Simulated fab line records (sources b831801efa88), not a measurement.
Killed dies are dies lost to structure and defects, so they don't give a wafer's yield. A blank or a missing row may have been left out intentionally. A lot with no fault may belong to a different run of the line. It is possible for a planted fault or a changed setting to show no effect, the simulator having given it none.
Which of the tools did it?	flow gf180mcu	Sampling: 24 lots, 72 wafers, 6 of 602 route steps

WHAT THE GAUGES READ, wafer by wafer
GF_PSD_TW_MEAS_11. Usual: for PSD_TW the level is 3158 and the standard deviation is 16.
lot	measured	on	PSD_TW	flag
L074	day 14 04:55	filmMetro-01	3171 3145 3179	
L075	day 14 10:19	filmMetro-03	3187 3160 3151	
L076	day 14 19:06	filmMetro-02	3181 3163 3181	
L077	day 15 10:21	filmMetro-01	3162 3151 3178	
L078	day 15 13:36	filmMetro-02	3164 3176 3173	
L079	day 15 23:08	filmMetro-03	3144 3128 3140	
L080	day 16 10:27	filmMetro-03	3170 3147 3139	
L081	day 16 13:54	filmMetro-02	3160 3163 3174	
L082	day 17 03:52	filmMetro-03	3145 3143 3144	
L083	day 17 11:01	filmMetro-01	3128 3138 3153	
L084	day 17 18:28	filmMetro-03	3145 3133 3148	
L085	day 18 04:17	filmMetro-02	3183 3187 3173	
L086	day 18 15:06	filmMetro-03	3127 3131 3144	
L087	day 18 18:23	filmMetro-03	3136 3170 3137	
L088	day 19 00:04	filmMetro-03	3144 3150 3165	
L089	day 19 14:20	filmMetro-01	3166 3187 3157	
L090	day 19 23:10	filmMetro-03	3152 3166 3171	
L091	day 20 04:21	filmMetro-02	3169 3170 3175	
L092	day 20 11:20	filmMetro-01	3158 3156 3153	
L093	day 20 20:15	filmMetro-03	3147 3147 3133	
L094	day 21 13:12	filmMetro-01	3156 3148 3164	
L095	day 21 13:37	filmMetro-01	3159 3149 3148	
L096	day 21 21:37	filmMetro-02	3145 3165 3154	
L097	day 22 02:33	filmMetro-02	3158 3207 3161	

GF_PSD_RS_MEAS_15: uses a four-point probe to measure. Usual: for PSD_RS the level is 108.2 ohm/sq and the standard deviation is 0.31.
lot	measured	on	PSD_RS (ohm/sq)	flag
L074	day 14 05:14	filmMetro-01	108.2 108.1 108.1	
L075	day 14 10:39	filmMetro-02	108.5 108.6 108.5	
L076	day 14 19:28	filmMetro-03	108.2 107.8 107.7	
L077	day 15 10:40	filmMetro-01	108.2 108.2 108.0	
L078	day 15 13:55	filmMetro-01	108.3 107.3 107.7	
L079	day 15 23:27	filmMetro-01	108.5 108.3 108.2	
L080	day 16 10:46	filmMetro-02	108.2 108.1 108.0	
L081	day 16 14:13	filmMetro-01	108.3 108.6 108.3	
L082	day 17 04:12	filmMetro-01	108.5 108.4 108.5	
L083	day 17 11:20	filmMetro-01	108.6 108.3 108.3	
L084	day 17 18:47	filmMetro-01	107.8 108.0 108.1	
L085	day 18 04:38	filmMetro-01	108.1 108.4 108.4	
L086	day 18 15:25	filmMetro-03	108.0 108.0 107.4	
L087	day 18 18:43	filmMetro-01	108.4 108.2 108.4	
L088	day 19 00:23	filmMetro-03	107.9 108.3 107.9	
L089	day 19 14:40	filmMetro-03	108.1 108.5 108.3	
L090	day 19 23:29	filmMetro-02	108.9 108.3 108.2	
L091	day 20 04:40	filmMetro-01	107.8 107.7 108.3	
L092	day 20 11:40	filmMetro-01	108.4 108.5 108.8	
L093	day 20 20:34	filmMetro-03	107.9 107.8 108.2	
L094	day 21 13:32	filmMetro-03	108.4 108.0 107.9	
L095	day 21 13:57	filmMetro-02	108.3 108.4 108.7	
L096	day 21 21:56	filmMetro-03	108.1 107.8 107.9	
L097	day 22 02:53	filmMetro-01	108.1 108.6 108.2	

GF_SAB_OVL_MEAS_10. Usual: for SAB_OVL the level is -1.4 nm and the standard deviation is 1.5.
lot	measured	on	SAB_OVL (nm)	flag
L074	day 15 02:38	overlay-01	-2.3 -1.5 -0.7	
L075	day 15 07:01	overlay-01	1.2 -2.3 -2.0	
L076	day 15 17:08	overlay-02	-2.3 -3.3 -2.7	
L077	day 16 07:53	overlay-01	-3.9 -2.8 -5.9	
L078	day 16 12:16	overlay-01	-0.1 -1.2 0.8	
L079	day 16 22:11	overlay-01	-4.7 -3.1 -3.1	
L080	day 17 09:43	overlay-02	-0.8 0.8 1.2	
L081	day 17 13:09	overlay-01	-0.4 -0.7 -1.6	
L082	day 18 03:41	overlay-02	-3.9 -2.0 -0.8	
L083	day 18 11:02	overlay-01	0.2 -2.5 -2.4	
L084	day 18 18:00	overlay-02	-1.2 -0.4 -3.5	
L085	day 19 03:53	overlay-02	-1.0 -1.4 -3.4	
L086	day 19 15:43	overlay-01	-1.5 -0.9 0.4	
L087	day 19 19:25	overlay-02	-1.4 -0.2 -0.4	
L088	day 20 00:44	overlay-01	2.2 -0.1 0.4	
L089	day 20 15:19	overlay-01	-0.5 -2.7 -1.3	
L090	day 20 23:55	overlay-01	-3.3 -4.1 -3.7	
L091	day 21 05:01	overlay-01	-1.4 -2.6 0.1	
L092	day 21 11:50	overlay-01	-1.7 -0.4 -3.2	
L093	day 21 20:45	overlay-01	-0.2 -0.9 -2.6	
L094	day 22 12:58	overlay-01	-0.6 1.7 0.0	
L095	day 22 13:16	overlay-01	-0.5 -0.6 -1.1	
L096	day 22 21:28	overlay-01	-3.3 -2.9 -0.5	
L097	day 23 01:53	overlay-01	-0.9 -0.1 -4.3	

GF_SALICIDE_THK_MEAS_05: measures by xrf. Usual: for SALICIDE_TIN_THK the level is 20.3 nm and the standard deviation is 0.31.
lot	measured	on	SALICIDE_TIN_THK (nm)	flag
L074	day 15 03:11	filmMetro-03	19.9 20.1 19.8	
L075	day 15 07:35	filmMetro-04	20.3 20.3 20.1	
L076	day 15 17:44	filmMetro-04	20.2 20.2 20.2	
L077	day 16 08:26	filmMetro-01	20.1 20.0 20.3	
L078	day 16 12:49	filmMetro-04	20.2 20.0 19.9	
L079	day 16 22:49	filmMetro-03	19.9 20.4 20.3	
L080	day 17 10:18	filmMetro-01	20.3 20.3 20.2	
L081	day 17 13:43	filmMetro-03	20.7 20.3 20.6	
L082	day 18 04:16	filmMetro-01	20.4 19.9 20.3	
L083	day 18 11:35	filmMetro-04	20.8 20.9 20.8	
L084	day 18 18:33	filmMetro-04	20.5 20.4 20.3	
L085	day 19 04:28	filmMetro-04	20.9 21.0 21.0	
L086	day 19 16:20	filmMetro-03	19.7 20.1 19.5	
L087	day 19 19:58	filmMetro-03	20.3 20.5 20.3	
L088	day 20 01:17	filmMetro-03	20.2 20.2 20.0	
L089	day 20 15:52	filmMetro-04	20.8 20.7 20.8	
L090	day 21 00:28	filmMetro-04	20.3 20.3 20.4	
L091	day 21 05:34	filmMetro-03	19.9 19.8 20.1	
L092	day 21 12:24	filmMetro-03	20.6 20.6 20.5	
L093	day 21 21:19	filmMetro-03	20.5 20.2 20.5	
L094	day 22 13:32	filmMetro-03	20.2 20.0 20.1	
L095	day 22 13:49	filmMetro-01	20.5 20.8 20.9	
L096	day 22 22:07	filmMetro-04	20.1 20.0 19.9	
L097	day 23 02:28	filmMetro-04	20.4 20.4 20.3	

GF_V2_CD_MEAS_14 targets a cd of 260 nm. Usual: cdNm reads 260.5 nm (standard deviation 1.2).
lot	measured	on	cdNm (nm)	flag
L074	day 20 05:13	cdSem-01	261.4 261.8 261.2	
L075	day 20 10:29	cdSem-02	259.4 259.4 260.4	
L076	day 20 22:34	cdSem-02	261.5 261.7 261.5	
L077	day 21 14:23	cdSem-01	261.7 261.2 260.9	
L078	day 21 19:38	cdSem-01	258.7 259.3 259.9	
L079	day 22 03:16	cdSem-02	263.1 260.8 260.2	
L080	day 22 16:59	cdSem-01	260.8 261.2 260.9	
L081	day 22 19:11	cdSem-01	259.6 261.4 260.1	
L082	day 23 11:11	cdSem-02	261.4 260.6 262.3	
L083	day 23 17:50	cdSem-02	261.5 261.3 261.6	
L084	day 23 23:20	cdSem-01	257.4 257.8 258.7	
L085	day 24 09:31	cdSem-01	261.2 262.0 261.0	
L086	day 24 19:17	cdSem-01	258.3 260.3 260.2	
L087	day 24 22:22	cdSem-01	260.5 260.2 259.4	
L088	day 25 03:26	cdSem-01	260.6 260.6 260.3	
L089	day 25 17:19	cdSem-01	258.0 259.9 259.6	
L090	day 25 22:47	cdSem-02	261.3 259.2 259.9	
L091	day 26 04:35	cdSem-01	259.8 260.5 260.1	
L092	day 26 09:10	cdSem-02	262.0 260.2 260.8	
L093	day 26 21:08	cdSem-02	261.5 262.2 261.7	
L094	day 27 08:06	cdSem-02	260.4 259.7 260.3	
L095	day 27 09:21	cdSem-01	258.5 257.9 258.0	
L096	day 27 18:48	cdSem-01	259.4 260.6 258.8	
L097	day 27 21:25	cdSem-01	262.7 261.3 262.2	

WHAT TOOL EACH LOT RAN ON (gives the tool, then ch and the chambers of the sampled wafers, and finally the start)
lot	GF_M2_METAL_ETCH_16
L074	rieMetal-01 ch 0,1, day 19 03:41
L075	rieMetal-04 ch 0,1, day 19 08:37
L076	rieMetal-01 ch 0,1, day 19 21:02
L077	rieMetal-01 ch 0,1, day 20 12:37
L078	rieMetal-03 ch 0,1, day 20 18:27
L079	rieMetal-04 ch 0,1, day 21 02:45
L080	rieMetal-03 ch 0,1, day 21 16:04
L081	rieMetal-04 ch 0,1, day 21 19:19
L082	rieMetal-03 ch 0,1, day 22 10:36
L083	rieMetal-04 ch 0,1, day 22 17:37
L084	rieMetal-03 ch 0,1, day 23 00:11
L085	rieMetal-03 ch 0,1, day 23 08:46
L086	rieMetal-03 ch 0,1, day 23 20:13
L087	rieMetal-01 ch 0,1, day 23 23:19
L088	rieMetal-04 ch 0,1, day 24 03:59
L089	rieMetal-04 ch 0,1, day 24 18:50
L090	rieMetal-04 ch 0, day 25 00:35
L091	rieMetal-03 ch 0,1, day 25 06:07
L092	rieMetal-01 ch 0,1, day 25 12:21
L093	rieMetal-04 ch 0,1, day 25 20:13
L094	rieMetal-01 ch 1, day 26 11:09
L095	rieMetal-04 ch 0,1, day 26 12:04
L096	rieMetal-01 ch 1, day 26 21:10
L097	rieMetal-01 ch 0,1, day 26 23:29
- GF_M2_METAL_ETCH_16: etches the open film in Cl2/BCl3, stops on SiO2, target depth 627.5 nm, time 104.6 s.

AS READ BY THE TOOLS THEMSELVES (means over the sampled wafers that have a number; for cases with no such wafer, the mark the record gives instead)
GF_M2_METAL_ETCH_16. Usual: drypumpMotorCurrentA 5.87 A, standard deviation 0.29; oesProductAu 0.972 a.u., standard deviation 0.0064; throttleValvePct 28.249 %, standard deviation 0.01.
lot	tool	drypumpMotorCurrentA (A)	oesProductAu (a.u.)	throttleValvePct (%)	flag
L074	rieMetal-01	5.95	0.978	28.240	
L075	rieMetal-04	5.86	0.976	28.250	
L076	rieMetal-01	6.13	0.979	28.251	
L077	rieMetal-01	5.92	0.965	28.252	
L078	rieMetal-03	5.75	0.968	28.252	
L079	rieMetal-04	5.86	0.975	28.245	
L080	rieMetal-03	5.76	0.968	28.252	
L081	rieMetal-04	5.84	0.969	28.247	
L082	rieMetal-03	5.56	0.966	28.258	
L083	rieMetal-04	5.86	0.973	28.245	
L084	rieMetal-03	5.75	0.968	28.249	
L085	rieMetal-03	5.53	0.969	28.248	
L086	rieMetal-03	5.75	0.969	28.256	
L087	rieMetal-01	5.93	0.976	28.248	
L088	rieMetal-04	5.86	0.971	28.252	
L089	rieMetal-04	5.86	0.969	28.253	
L090	rieMetal-04	5.85	0.975	28.235	
L091	rieMetal-03	5.56	0.977	28.248	
L092	rieMetal-01	5.93	0.971	28.245	
L093	rieMetal-04	5.87	0.974	28.254	
L094	rieMetal-01	6.35	0.979	28.245	
L095	rieMetal-04	5.85	0.978	28.244	
L096	rieMetal-01	6.32	0.980	28.240	
L097	rieMetal-01	5.93	0.966	28.251	

THE ANSWER, worked out from the rows above alone
Rule: a lot counts as off when the mean over its wafers that have a number is more than 3 standard deviations away from the usual mean. A lot without any number at a reading at which 4 lots or more have one is off too. The other lots that the step has rows for count as sound. First the gauges in route order, then the tools' own readings, where a lot's mean is used as printed above. At the first step where some lot is off, the reading lying furthest off is the one used; lots without a number count as furthest.
Nothing can be told from this: no lot is off at any reading shown.

WHAT THE SIMULATOR PUT IN
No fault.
